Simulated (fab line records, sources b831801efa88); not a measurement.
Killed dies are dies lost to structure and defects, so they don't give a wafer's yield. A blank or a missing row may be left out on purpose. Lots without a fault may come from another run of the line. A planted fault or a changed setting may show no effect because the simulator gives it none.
fab line records | flow sky130
record lots=5 wafers=15 last_day=50
route steps=708 shown CONTACT@422 METAL1@434 VIA1@458 PAD_OPEN@708
lots that met no fault: from a run of the same line without faults
start_h: hours from the record's first day to the start of the lot's first wafer shown | wait_h: hours since the lot's step before | " the same as in the row above | L1.1+2: a row that stands for several wafers | - no value, or no start given | * or withheld: withheld | < > ~ a bound
route shown NAME@n: a module of which the file shows steps, and the number in the route of the first | usual: mean/standard deviation of fault-free wafers | same: alike in all rows | chamber/n: place in a boat | sites: the reading at each site | _std_site: their standard deviation | _edge_site: outer sites' mean less inner sites' | radius_mm: how far each site lies from the wafer's centre | mask NAME#n: copy n | behind: the tool/chamber that last shaped the wafer | hold: why the lot was held/for how many hours/how that ended | device: the transistor (n, p or np) that didn't switch | end of line: the same wafers' tests at the end of the route | a step without rows: its recipe alone | killed: dies lost to structure and defects at the first sort, not the wafer's yield | map: a wafer's dies, x killed, . not, _ none there
set.NAME: the setting as run; set.NAME@STEP: as run at that earlier step | model.NAME: the simulator's own value behind a step, which no gauge read
lots at some steps of the route; a table a step, a row a wafer
services: from which hour (start_h, from the record's first day; less than 0 if before it) a tool's chamber was out of use, for how many hours, and why
## steps
# step SKY_CONTACT_ETCH_16
# recipe chemistry=N2/H2 target=BARC ion_energy_ev=200 source_w=500 bias_w=100 pressure_mtorr=30 n2_flow_sccm=100 h2_flow_sccm=200 stop_on=SiO2 time_s=45.9 target_depth_a=600
# step SKY_CONTACT_ETCH_17
# recipe target=SiO2 chemistry=C4F8/O2/Ar stop_on=Si3N4 mask_material=KrF-thick source_w=1500 bias_w=1200 pressure_mtorr=40 c4f8_flow_sccm=withheld O2_flow_sccm=6 Ar_flow_sccm=300 time_s=withheld target_depth_a=3400
# step SKY_CONTACT_ETCH_18
# recipe target=Si3N4 chemistry=CHF3/O2 stop_on=TiN source_w=600 bias_w=200 pressure_mtorr=40 chf3_flow_sccm=50 O2_flow_sccm=5 time_s=39 target_depth_a=750
# step SKY_CONTACT_STRIP_19
# recipe chemistry=O2/N2 power_w=1400 pressure_mtorr=1500 platen_temp_c=withheld o2_flow_sccm=3000 n2_flow_sccm=300 overash_fraction=0.5
# step SKY_CONTACT_STRIP_20
# recipe chemistry=post_etch_residue_remover time_s=1200 temp_c=72.5
# step SKY_CONTACT_CLEAN_21
# recipe chemistry=IPA time_s=180 temp_c=25
# step SKY_CONTACT_CLEAN_22
# recipe chemistry=O3/DIW dry=n2_spin
# step SKY_CONTACT_SPUTTER_23
# recipe material=TiN target_thk_nm=20 chamber_pressure_pa=5 power_w=4000 time_s=80
# step SKY_CONTACT_CVD_24
# recipe material=W target_thk_nm=340 time_s=102.12 temp_c=400 pressure_torr=40
# usual heater_power_w=801/35
# columns lot.wafer tool chamber start_h wait_h heater_power_w
L138.3 cvd_w-02 0 741.79 0.1 787
L138.5 " 1 " " 835
L138.6 " 0 " " 800
L140.2 cvd_w-01 1 755.98 0.0 740
L140.3 " 0 " " 820
L140.4 " 1 " " 742
L157.2 cvd_w-02 1 883.53 0.0 812
L157.3 " 1 " " 842
L157.5 " 0 " " 821
L158.1 cvd_w-01 1 893.48 0.0 734
L158.4 " 0 " " 854
L158.5 " 0 " " 834
L160.2 cvd_w-02 0 903.17 0.0 793
L160.3 " 1 " " 831
L160.5 " 1 " " 814
# step SKY_CONTACT_RS_MEAS_25
# recipe thk_meas_gauge=four-point-probe reads=W_of_CONTACT_CVD_24+TiN_of_CONTACT_SPUTTER_23
# usual CONTACT_W_RS=0.336/0.0067
# columns lot.wafer tool chamber start_h wait_h CONTACT_W_RS[ohm/sq]
L138.3 film_metro-02 - 741.90 0.1 0.333
L138.5 " - " " 0.327
L138.6 " - " " 0.337
L140.2 film_metro-04 - 756.11 0.1 0.342
L140.3 " - " " 0.334
L140.4 " - " " 0.341
L157.2 film_metro-04 - 883.66 0.1 0.328
L157.3 " - " " 0.328
L157.5 " - " " 0.342
L158.1 film_metro-01 - 893.59 0.1 0.344
L158.4 " - " " 0.328
L158.5 " - " " 0.326
L160.2 film_metro-04 - 903.30 0.1 0.335
L160.3 " - " " 0.325
L160.5 " - " " 0.330
# step SKY_CONTACT_THK_MEAS_26
# recipe thk_meas_gauge=xrf reads=W_of_CONTACT_CVD_24
# usual CONTACT_W_THK=345/7.4
# columns lot.wafer tool chamber start_h wait_h CONTACT_W_THK[nm]
L138.3 film_metro-02 - 742.00 0.1 348
L138.5 " - " " 353
L138.6 " - " " 340
L140.2 film_metro-04 - 756.22 0.1 338
L140.3 " - " " 347
L140.4 " - " " 338
L157.2 film_metro-04 - 883.77 0.1 355
L157.3 " - " " 354
L157.5 " - " " 341
L158.1 film_metro-01 - 893.71 0.1 344
L158.4 " - " " 358
L158.5 " - " " 362
L160.2 film_metro-04 - 903.41 0.1 346
L160.3 " - " " 355
L160.5 " - " " 353
# step SKY_CONTACT_CMP_27
# recipe stop_on=SiO2 t_overpolish_s=15 down_force_psi=3.5 platen_rpm=60 target_thk_nm=0 pad_velocity_m_s=0.94248
# usual motor_current_A=11.1/1 overpolish_run_s=15.000/0.0091 slurry_filter_dp_kPa=13.49/0.14 slurry_flow_ml_min=150.0/0.41 time_to_endpoint_s=83/3.6
# columns lot.wafer tool chamber start_h wait_h motor_current_A overpolish_run_s slurry_filter_dp_kPa slurry_flow_ml_min time_to_endpoint_s
L138.3 cmp-01 3 742.14 0.1 11.0 15.005 13.43 149.6 81
L138.5 " 1 " " 11.9 14.988 13.25 150.3 82
L138.6 " 2 " " 11.0 15.005 13.64 150.4 80
L140.2 cmp-02 3 756.27 0.0 9.7 14.991 13.60 150.1 82
L140.4 " 0 " " 12.2 14.994 13.49 150.0 83
L140.3 " 2 " " 12.9 14.989 13.76 150.0 80
L157.3 cmp-01 1 883.82 0.0 11.5 14.999 13.47 150.3 82
L157.2 " 0 " " 10.2 14.989 13.64 150.8 82
L157.5 " 1 " " 11.8 14.996 13.40 150.6 80
L158.4 cmp-02 1 893.77 0.0 12.1 14.981 13.32 150.3 90
L158.1 " 2 " " 12.2 15.002 13.55 149.9 81
L158.5 " 1 " " 12.3 14.995 13.24 149.9 87
L160.3 cmp-02 1 903.52 0.1 12.9 14.980 13.43 149.4 89
L160.2 " 2 " " 12.4 14.991 13.47 149.8 79
L160.5 " 2 " " 13.3 14.999 13.53 149.5 89
# step SKY_METAL1_SPUTTER_00
# recipe material=Ti target_thk_nm=15 power_w=3000 time_s=10 chamber_pressure_pa=0.4
# usual throttle_valve_pct=29.8/1.2
# columns lot.wafer tool chamber start_h wait_h throttle_valve_pct
L138.3 pvd_sputter-03 - 742.34 0.1 31.0
L138.5 " - " " 27.4
L138.6 " - " " 30.8
L140.2 pvd_sputter-03 - 756.57 0.2 30.9
L140.3 " - " " 27.3
L140.4 " - " " 29.3
L157.2 pvd_sputter-02 - 884.12 0.1 29.3
L157.3 " - " " 29.2
L157.5 " - " " 29.4
L158.1 pvd_sputter-03 - 894.07 0.2 31.0
L158.4 " - " " 31.4
L158.5 " - " " 31.1
L160.2 pvd_sputter-03 - 903.82 0.2 29.1
L160.3 " - " " 30.8
L160.5 " - " " 27.4
# step SKY_METAL1_SPUTTER_01
# recipe material=TiN target_thk_nm=20 power_w=6500 time_s=16.7 chamber_pressure_pa=0.4
# usual throttle_valve_pct=29.8/1.2
# columns lot.wafer tool chamber start_h wait_h throttle_valve_pct
L138.3 pvd_sputter-03 - 742.36 0.0 30.9
L138.5 " - " " 27.6
L138.6 " - " " 30.9
L140.2 pvd_sputter-03 - 756.59 0.0 30.8
L140.3 " - " " 27.5
L140.4 " - " " 29.4
L157.2 pvd_sputter-02 - 884.14 0.0 29.1
L157.3 " - " " 29.2
L157.5 " - " " 29.2
L158.1 pvd_sputter-03 - 894.09 0.0 31.1
L158.4 " - " " 31.4
L158.5 " - " " 30.9
L160.2 pvd_sputter-03 - 903.84 0.0 29.5
L160.3 " - " " 31.0
L160.5 " - " " 27.5
# step SKY_METAL1_SPUTTER_02
# recipe material=AlCu target_thk_nm=250 power_w=10600 time_s=13.3 chamber_pressure_pa=0.4
# usual throttle_valve_pct=29.8/1.2
# columns lot.wafer tool chamber start_h wait_h throttle_valve_pct
L138.3 pvd_sputter-03 - 742.39 0.0 31.0
L138.5 " - " " 27.5
L138.6 " - " " 31.0
L140.2 pvd_sputter-03 - 756.62 0.0 30.9
L140.3 " - " " 27.4
L140.4 " - " " 29.0
L157.2 pvd_sputter-02 - 884.17 0.0 29.3
L157.3 " - " " 29.2
L157.5 " - " " 29.3
L158.1 pvd_sputter-03 - 894.12 0.0 30.7
L158.4 " - " " 31.6
L158.5 " - " " 31.2
L160.2 pvd_sputter-03 - 903.86 0.0 29.1
L160.3 " - " " 31.1
L160.5 " - " " 27.3
# step SKY_METAL1_SPUTTER_03
# recipe material=Ti target_thk_nm=5 power_w=3000 time_s=3.3 chamber_pressure_pa=0.4
# step SKY_METAL1_SPUTTER_04
# recipe material=TiN target_thk_nm=70 power_w=6500 time_s=58.3 chamber_pressure_pa=0.4
# step SKY_METAL1_RS_MEAS_05
# recipe thk_meas_gauge=four-point-probe reads=TiN_of_METAL1_SPUTTER_04+Ti_of_METAL1_SPUTTER_03+AlCu_of_METAL1_SPUTTER_02+TiN_of_METAL1_SPUTTER_01+Ti_of_METAL1_SPUTTER_00
# usual METAL1_ALCU_RS=0.1269/0.0017
# columns lot.wafer tool chamber start_h wait_h METAL1_ALCU_RS[ohm/sq]
L138.3 film_metro-02 - 742.52 0.1 0.1267
L138.5 " - " " 0.1267
L138.6 " - " " 0.1269
L140.2 film_metro-02 - 756.73 0.0 0.1275
L140.3 " - " " 0.1274
L140.4 " - " " 0.1291
L157.2 film_metro-03 - 884.28 0.0 0.1292
L157.3 " - " " 0.1283
L157.5 " - " " 0.1289
L158.1 film_metro-02 - 894.21 0.0 0.1238
L158.4 " - " " 0.1252
L158.5 " - " " 0.1242
L160.2 film_metro-02 - 903.98 0.0 0.1255
L160.3 " - " " 0.1265
L160.5 " - " " 0.1261
# step SKY_METAL1_THK_MEAS_06
# recipe thk_meas_gauge=xrf reads=AlCu_of_METAL1_SPUTTER_02
# usual METAL1_ALCU_THK=250/3.7
# columns lot.wafer tool chamber start_h wait_h METAL1_ALCU_THK[nm]
L138.3 film_metro-02 - 742.62 0.1 252
L138.5 " - " " 252
L138.6 " - " " 251
L140.2 film_metro-02 - 756.84 0.1 251
L140.3 " - " " 250
L140.4 " - " " 249
L157.2 film_metro-03 - 884.39 0.1 243
L157.3 " - " " 247
L157.5 " - " " 247
L158.1 film_metro-02 - 894.33 0.1 256
L158.4 " - " " 256
L158.5 " - " " 258
L160.2 film_metro-02 - 904.09 0.1 256
L160.3 " - " " 253
L160.5 " - " " 255
# step SKY_METAL1_DEHYDRATE_07
# recipe temp_c=200 time_s=60
# step SKY_METAL1_HMDS_08
# recipe prime_time_s=60 prime_temp_c=120
# step SKY_METAL1_COAT_09
# recipe resist=BARC temp_c=withheld time_s=withheld spin_rpm=3000 resist_thk_nm=60
# step SKY_METAL1_COAT_10
# recipe resist=KrF-thick spin_rpm=3000 resist_thk_nm=450
# step SKY_METAL1_SOFTBAKE_11
# recipe temp_c=100 time_s=90 resist=KrF-thick
# step SKY_METAL1_EXPOSE_12
# recipe mask_id=MM1 na=0.8 source_shape=annular sigma_inner=0.55 sigma_outer=0.85 target_cd_nm=140 dose_mj=28
# step SKY_METAL1_PEB_13
# recipe peb_temp_c=withheld peb_time_s=withheld resist=KrF-thick
# step SKY_METAL1_DEVELOP_14
# recipe develop_time_s=60 resist=KrF-thick dev_temp_c=21
# step SKY_METAL1_CD_MEAS_15
# recipe target_cd_nm=140
# usual cd_nm=138.8/1.7
# columns lot.wafer tool chamber start_h wait_h cd_nm
L138.3 cd_sem-02 - 769.78 - 139.0
L138.5 " - " " 139.0
L138.6 " - " " 140.1
L140.2 cd_sem-01 - 783.54 - 139.3
L140.3 " - " " 139.1
L140.4 " - " " 139.2
L157.2 cd_sem-01 - 909.21 - 139.7
L157.3 " - " " 139.8
L157.5 " - " " 141.4
L158.1 cd_sem-01 - 919.32 - 140.8
L158.4 " - " " 141.9
L158.5 " - " " 141.4
L160.2 cd_sem-01 - 928.96 - 138.6
L160.3 " - " " 140.4
L160.5 " - " " 140.0
# step SKY_METAL1_OVL_MEAS_16
# usual METAL1_OVL=1/5.3
# columns lot.wafer tool chamber start_h wait_h METAL1_OVL[nm]
L138.3 overlay-02 - 769.87 0.1 -3
L138.5 " - " " -3
L138.6 " - " " -3
L140.2 overlay-01 - 783.65 0.1 8
L140.3 " - " " -3
L140.4 " - " " 0
L157.2 overlay-02 - 909.31 0.1 2
L157.3 " - " " -3
L157.5 " - " " 2
L158.1 overlay-01 - 919.44 0.1 1
L158.4 " - " " -4
L158.5 " - " " 4
L160.2 overlay-01 - 929.06 0.1 -2
L160.3 " - " " -5
L160.5 " - " " -3
# step SKY_METAL1_DESCUM_17
# recipe chemistry=O2 source_power_w=150 bias_power_w=0 pressure_mtorr=10 temp_c=40 time_s=8
# step SKY_METAL1_ETCH_18
# recipe chemistry=N2/H2 target=BARC ion_energy_ev=200 bias_w=100 pressure_mtorr=30 n2_flow_sccm=100 h2_flow_sccm=200 icp_w=500 stop_on=SiO2 time_s=45.9 target_depth_a=600
# step SKY_METAL1_METAL_ETCH_19
# recipe target_depth_a=3600 stop_on=SiO2 over_etch_frac=0.3 time_s=78 chemistry=Cl2/BCl3 resist_sidewall_deg=88 pressure_mtorr=10 icp_w=900 bias_w=48.5 Cl2_flow_sccm=60 bcl3_flow_sccm=30
# step SKY_METAL1_STRIP_20
# recipe chemistry=O2/N2 power_w=1400 pressure_mtorr=1500 platen_temp_c=withheld o2_flow_sccm=3000 n2_flow_sccm=300 overash_fraction=0.5
# step SKY_METAL1_STRIP_21
# recipe chemistry=post_etch_residue_remover time_s=1200 temp_c=72.5
# step SKY_METAL1_CLEAN_22
# recipe chemistry=IPA time_s=180 temp_c=25
# step SKY_METAL1_CLEAN_23
# recipe chemistry=O3/DIW dry=n2_spin
# step SKY_VIA1_HDPCVD_00
# recipe material=SiO2 target_thk_nm=1030 sigma_open_frac=0.3 time_s=171.7 temp_c=400 sih4_flow_sccm=60 pressure_mtorr=6
# step SKY_VIA1_THK_MEAS_01
# recipe reads=SiO2_of_VIA1_HDPCVD_00
# usual VIA1_HDPCVD_THK=1031/11
# columns lot.wafer tool chamber start_h wait_h VIA1_HDPCVD_THK[nm]
L138.3 film_metro-04 - 770.82 0.1 1045
L138.5 " - " " 1032
L138.6 " - " " 1037
L140.2 film_metro-03 - 785.88 0.1 1024
L140.3 " - " " 1014
L140.4 " - " " 1015
L157.2 film_metro-01 - 910.74 0.1 1038
L157.3 " - " " 1034
L157.5 " - " " 1034
L158.1 film_metro-03 - 920.42 0.1 1050
L158.4 " - " " 1054
L158.5 " - " " 1052
L160.2 film_metro-04 - 930.18 0.1 1042
L160.3 " - " " 1043
L160.5 " - " " 1025
# step SKY_VIA1_CMP_02
# recipe material=SiO2 down_force_psi=4 platen_rpm=60 pad_velocity_m_s=0.94248
# usual motor_current_A=12.2/1.2 slurry_filter_dp_kPa=13.51/0.13 slurry_flow_ml_min=150.0/0.46
# columns lot.wafer tool chamber start_h wait_h motor_current_A slurry_filter_dp_kPa slurry_flow_ml_min
L138.3 cmp-02 0 770.96 0.1 12.7 13.62 150.0
L138.6 " 2 " " 13.7 13.48 149.7
L138.5 " 3 " " 10.7 13.36 149.9
L140.4 cmp-01 2 785.93 0.0 10.5 13.51 150.0
L140.3 " 0 " " 11.2 13.55 150.4
L140.2 " 1 " " 12.6 13.40 150.2
L157.2 cmp-02 0 910.84 0.1 12.9 13.77 150.4
L157.3 " 1 " " 13.7 13.61 150.6
L157.5 " 0 " " 12.4 13.56 149.8
L158.1 cmp-02 3 920.58 0.1 10.6 13.40 149.4
L158.4 " 0 " " 12.9 13.32 149.7
L158.5 " 2 " " 14.1 13.61 150.5
L160.3 cmp-02 0 935.72 5.5 13.0 13.54 149.6
L160.2 " 1 " " 13.0 13.66 149.6
L160.5 " 0 " " 12.6 13.54 150.2
# step SKY_VIA1_BOW_MEAS_03
# recipe mode=bow
# usual VIA1_BOW=80/6.7
# columns lot.wafer tool chamber start_h wait_h VIA1_BOW[um]
L138.3 film_metro-01 - 771.20 0.2 81
L138.5 " - " " 81
L138.6 " - " " 82
L140.2 film_metro-01 - 786.25 0.1 85
L140.3 " - " " 74
L140.4 " - " " 88
L157.2 film_metro-04 - 911.11 0.2 85
L157.3 " - " " 90
L157.5 " - " " 82
L158.1 film_metro-01 - 920.78 0.1 76
L158.4 " - " " 95
L158.5 " - " " 71
L160.2 film_metro-03 - 935.99 0.2 64
L160.3 " - " " 70
L160.5 " - " " 69
# step SKY_VIA1_DEHYDRATE_04
# recipe temp_c=200 time_s=60
# step SKY_VIA1_HMDS_05
# recipe prime_time_s=60 prime_temp_c=120
# step SKY_PAD_OPEN_PROBE_99
# usual defect_limited_yield=82.1/2 killed_at_M0_to_M3=44/7.8 killed_at_M4_up=3.1/1.7 killed_at_contacts=25/5.1 killed_at_front_end=15/4.4 killed_at_other=0.5/0.68 killed_dies=88/9.9 killed_open=48/6.9 killed_short=39/6.5 sort_bin_3_pad_short=0.8/0.42 sort_bin_5_function=10.6/1.5 sort_bin_6_memory=6.5/1.2 sort_n_pass=404/9.9 sort_yield_pct=82.1/2
# same gross_dies=492 killed_at_back_side=0 sort_bin_4_leakage[%]=0 sort_bin_8_speed[%]=0
# columns lot.wafer tool chamber start_h wait_h defect_limited_yield[%] killed_at_M0_to_M3 killed_at_M4_up killed_at_contacts killed_at_front_end killed_at_other killed_dies killed_open killed_short sort_bin_3_pad_short[%] sort_bin_5_function[%] sort_bin_6_memory[%] sort_n_pass sort_yield_pct[%] model.etest.tester.sort_n_pass model.etest.tester.sort_yield_pct model.etest.tester.sort_bin_3_pct
L138.3 prober-01 - 1081.21 0.2 80.3 50 8 26 12 1 97 59 37 0.8 12.4 6.5 395 80.3 395 80.28 0.813
L138.5 prober-01 - 1081.31 0.2 84.1 34 6 28 10 0 78 38 38 0.6 10.0 5.3 414 84.1 414 84.15 0.6098
L138.6 prober-01 - 1081.36 0.2 76.8 62 4 26 22 0 114 61 52 0.2 15.0 7.9 378 76.8 378 76.83 0.2033
L140.2 prober-01 - 1090.13 0.1 81.3 55 1 28 8 0 92 57 35 0.6 12.6 5.5 400 81.3 400 81.3 0.6098
L140.3 prober-01 - 1090.18 0.2 81.7 51 5 25 9 0 90 47 43 1.0 11.2 6.1 402 81.7 402 81.71 1.016
L140.4 prober-01 - 1090.23 0.2 79.5 57 0 33 11 0 101 48 32 1.8 11.0 7.7 391 79.5 391 79.47 1.829
L157.2 prober-01 - 1181.85 0.1 81.3 46 4 21 21 0 92 52 40 0.6 11.4 6.7 400 81.3 400 81.3 0.6098
L157.3 prober-01 - 1181.90 0.2 84.1 37 2 25 12 2 78 48 28 0.8 11.0 4.1 414 84.1 414 84.15 0.813
L157.5 prober-01 - 1182.00 0.2 81.9 53 3 19 13 1 89 54 34 0.4 9.8 7.9 403 81.9 403 81.91 0.4065
L158.1 prober-02 - 1189.31 0.1 81.9 52 1 19 17 0 89 49 40 0.6 10.4 7.1 403 81.9 403 81.91 0.6098
L158.4 prober-02 - 1189.46 0.2 81.1 46 2 28 17 0 93 46 47 0.4 10.2 8.3 399 81.1 399 81.1 0.4065
L158.5 prober-02 - 1189.51 0.2 81.5 44 3 32 12 0 91 56 35 0.6 12.4 5.5 401 81.5 401 81.5 0.6098
L160.2 prober-02 - 1196.07 0.1 83.3 42 5 22 12 1 82 48 34 0.2 9.1 7.3 410 83.3 410 83.33 0.2033
L160.3 prober-02 - 1196.12 0.2 82.9 45 3 16 20 0 84 44 39 0.8 9.3 6.9 408 82.9 408 82.93 0.813
L160.5 prober-02 - 1196.22 0.2 81.1 45 10 24 13 1 93 48 44 1.4 8.7 8.7 399 81.1 399 81.1 1.423
# killed by level:class
L138.3 CONTACT:geometric_particle:open=13 VIA3:geometric_particle:open=11 VIA1:geometric_particle:open=10 VIA2:geometric_particle:open=7 METAL1:geometric_particle:short=6 METAL4:geometric_particle:short=6 LI_CONTACT:geometric_particle:open=5 POLY_GATE:geometric_particle:short=5
L138.5 LI_CONTACT:geometric_particle:open=11 VIA1:geometric_particle:short=8 CONTACT:geometric_particle:short=7 CONTACT:geometric_particle:open=6 VIA3:geometric_particle:open=6 VIA1:geometric_particle:open=4 METAL1:geometric_particle:short=4 METAL4:geometric_particle:short=4
L138.6 VIA1:geometric_particle:open=19 CONTACT:geometric_particle:open=9 VIA3:geometric_particle:open=8 FIELD_ISO:geometric_particle:short=7 VIA1:geometric_particle:short=7 METAL3:geometric_particle:short=5 LI_CONTACT:geometric_particle:open=5 CONTACT:geometric_particle:short=5
L140.2 VIA3:geometric_particle:open=12 VIA1:geometric_particle:open=11 LI_CONTACT:geometric_particle:open=10 CONTACT:geometric_particle:open=9 VIA1:geometric_particle:short=7 METAL1:geometric_particle:short=5 VIA3:geometric_particle:short=5 LI_CONTACT:geometric_particle:short=4
L140.3 VIA1:geometric_particle:open=10 VIA2:geometric_particle:open=9 LI_CONTACT:geometric_particle:open=8 CONTACT:geometric_particle:open=8 VIA1:geometric_particle:short=6 METAL2:geometric_particle:short=6 VIA2:geometric_particle:short=6 CONTACT:geometric_particle:short=5
L140.4 METAL1:unspecified=21 CONTACT:geometric_particle:open=16 LI_CONTACT:geometric_particle:open=10 VIA1:geometric_particle:open=9 VIA2:geometric_particle:open=7 FIELD_ISO:geometric_particle:short=5 POLY_GATE:geometric_particle:short=4 VIA1:geometric_particle:short=4
L157.2 VIA1:geometric_particle:open=8 LI_CONTACT:geometric_particle:open=7 VIA3:geometric_particle:open=7 VIA2:geometric_particle:open=6 FIELD_ISO:geometric_particle:short=5 POLY_GATE:geometric_particle:open=5 POLY_CUT:geometric_particle:short=4 METAL2:geometric_particle:open=4
L157.3 VIA1:geometric_particle:open=9 LI_CONTACT:geometric_particle:open=8 CONTACT:geometric_particle:open=8 VIA2:geometric_particle:open=6 CONTACT:geometric_particle:short=6 VIA1:geometric_particle:short=6 VIA3:geometric_particle:open=6 FIELD_ISO:geometric_particle:open=4
L157.5 VIA2:geometric_particle:open=12 VIA3:geometric_particle:open=10 CONTACT:geometric_particle:open=10 VIA1:geometric_particle:open=9 METAL1:geometric_particle:short=8 POLY_GATE:geometric_particle:open=6 LI_CONTACT:geometric_particle:open=4 METAL2:geometric_particle:short=4
L158.1 VIA1:geometric_particle:open=16 METAL1:geometric_particle:short=7 CONTACT:geometric_particle:open=7 VIA2:geometric_particle:open=7 FIELD_ISO:geometric_particle:open=5 POLY_GATE:geometric_particle:open=5 POLY_GATE:geometric_particle:short=5 METAL2:geometric_particle:short=5
L158.4 CONTACT:geometric_particle:open=9 VIA1:geometric_particle:open=8 VIA2:geometric_particle:open=7 METAL1:geometric_particle:short=6 LI_CONTACT:geometric_particle:open=5 LOCAL_INTERCONNECT:geometric_particle:short=5 CONTACT:geometric_particle:short=5 METAL2:geometric_particle:short=5
L158.5 VIA1:geometric_particle:open=16 LI_CONTACT:geometric_particle:open=14 METAL2:geometric_particle:short=8 CONTACT:geometric_particle:open=8 FIELD_ISO:geometric_particle:open=5 VIA1:geometric_particle:short=4 LI_CONTACT:geometric_particle:short=4 POLY_GATE:geometric_particle:short=3
L160.2 VIA1:geometric_particle:open=10 VIA2:geometric_particle:open=10 LI_CONTACT:geometric_particle:open=8 CONTACT:geometric_particle:open=7 VIA3:geometric_particle:open=5 VIA1:geometric_particle:short=5 FIELD_ISO:geometric_particle:open=4 POLY_GATE:geometric_particle:short=4
L160.3 VIA1:geometric_particle:short=8 VIA2:geometric_particle:open=7 VIA1:geometric_particle:open=7 METAL2:geometric_particle:short=7 FIELD_ISO:geometric_particle:short=5 POLY_GATE:geometric_particle:open=5 LI_CONTACT:geometric_particle:open=5 CONTACT:geometric_particle:open=5
L160.5 VIA1:geometric_particle:open=11 METAL2:geometric_particle:short=8 METAL4:geometric_particle:short=8 CONTACT:geometric_particle:short=7 CONTACT:geometric_particle:open=7 VIA3:geometric_particle:open=7 VIA2:geometric_particle:open=6 LI_CONTACT:geometric_particle:open=5
## services
# columns tool chamber start_h hours kind
pvd_sputter-03 - 731.19 6.5 repair
cmp-01 - 744.00 4.0 pm
cmp-01 - 748.00 - consumable_replace:conditioner
pvd_sputter-02 - 787.29 1.6 repair
cmp-02 - 791.19 3.8 pm
pvd_sputter-03 - 804.69 3.0 repair
cmp-02 - 809.20 2.6 repair
pvd_sputter-03 3 813.60 - consumable_replace:kit
pvd_sputter-03 3 813.60 18.0 scheduled_down
pvd_sputter-03 3 813.60 18.0 vent_cycle
cmp-01 - 817.86 3.6 repair
pvd_sputter-03 - 821.93 4.1 repair
cmp-02 - 838.10 2.8 repair
cvd_w-01 - 869.33 6.9 pm
cvd_w-02 - 876.23 3.8 pm
cmp-01 - 877.87 1.8 repair
cvd_w-01 0 889.53 3.9 repair
cmp-01 - 902.11 4.2 pm
cvd_w-01 - 904.00 14.0 pm
cmp-01 - 908.95 1.6 repair
cmp-02 - 912.00 4.0 pm
cmp-02 - 916.00 - consumable_replace:conditioner
cmp-02 - 916.00 - consumable_replace:pad
cmp-01 - 926.83 20.7 pm
## key
first_sign none at tools or gauges
model_effect step=SKY_PAD_OPEN_PROBE_99 value=etest.tester.sort_n_pass without=409 struck=391
met_at SKY_METAL1_SPUTTER_00
struck_wafers L140.4
fault kind=chamber_particle_source tool=pvd_sputter-03 chamber=- onset_h=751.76 steps=SKY_METAL1_SPUTTER_00 rate_per_visit_cm2=1.3362 end_h=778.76 scope=struck_wafers_only
